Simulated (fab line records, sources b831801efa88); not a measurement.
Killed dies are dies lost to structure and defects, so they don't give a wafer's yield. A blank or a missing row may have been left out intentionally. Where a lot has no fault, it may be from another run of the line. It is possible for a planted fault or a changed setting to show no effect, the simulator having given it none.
A single fault, viewed from 2 desks | flow gf180mcu | each desk has only its own numbers; what lay behind them comes last

## AT THE METROLOGY DESK
What the gauges read, lot by lot, whatever tool the lot ran on: means of the sampled wafers that have a number. A lot is out of limits, marked OUT, if its mean lies more than 4 standard deviations from the usual mean; the brackets give that distance.
Columns: A = cd-nm at GF_M2_CD_MEAS_14, usual 280.2 nm; B = V2_CVD_00_THK at GF_V2_THK_MEAS_01, usual 604 nm; C = V2_OVL at GF_V2_OVL_MEAS_15, usual 1 nm
lot  | first seen here | A     | B   | C
L583 | day 19 07:26    | 280.5 | 600 | -1
L584 | day 19 16:19    | 279.9 | 598 | 3
L586 | day 20 10:46    | 280.6 | 602 | 2
L589 | day 21 15:05    | 281.3 | 603 | 1
L590 | day 22 03:14    | 280.5 | 606 | -1
L591 | day 22 09:05    | 280.1 | 615 | -2
L598 | day 24 21:11    | 279.5 | 602 | 1
L599 | day 25 05:49    | 280.7 | 599 | 7
L600 | day 25 13:14    | 280.5 | 610 | -1
L601 | day 26 01:01    | 281.7 | 606 | 7
L603 | day 26 09:33    | 281.7 | 610 | 1
L604 | day 26 15:05    | 278.2 | 596 | -3
L605 | day 27 00:17    | 280.2 | 609 | 6
L606 | day 27 10:56    | 281.0 | 587 | 6
Finding of this desk: none of the 14 lots has anything out of limits.

## THE TOOL OWNER'S DESK: litho-track-03
The tool's own readings at GF_V2_DEVELOP_13 (develop time 60 s): means of the sampled wafers that have a number, for each lot that ran on this tool. A lot is out of limits, marked OUT, if its mean lies more than 4 standard deviations from the usual mean; the brackets give that distance.
Columns: A = developer-temp-C at GF_V2_DEVELOP_13, usual 20.98 C
lot  | first seen here | A
L584 | day 20 18:04    | 20.96
L586 | day 21 12:32    | 20.98
L589 | day 22 16:26    | 20.12 (-7.8) OUT
L590 | day 23 04:23    | 20.23 (-6.8) OUT
L604 | day 27 13:11    | 20.79
L606 | day 28 08:05    | 21.05
Finding of this desk: L589, L590 out of limits; the first was L589 at day 22 16:26, on developer-temp-C at GF_V2_DEVELOP_13. L584, L586, L604, L606 stayed within limits.

## ALL TOGETHER
On L589, L590, at day 22 16:26, an alarm was possible from the tool owner's desk.
From the metrology desk's view, nothing was out of limits.
The metrology desk has L589, L590 on record, within its limits.
Of the lots named, all ran GF_V2_DEVELOP_13 on litho-track-03.

## WHAT HAD BEEN PUT IN BY THE SIMULATOR
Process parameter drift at GF_V2_DEVELOP_13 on litho-track-03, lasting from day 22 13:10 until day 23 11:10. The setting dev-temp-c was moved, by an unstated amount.
Shown lots that were struck: L589, L590.
How many hours passed from the start of the fault until each desk's first out-of-limits reading: the tool owner's desk, 3.
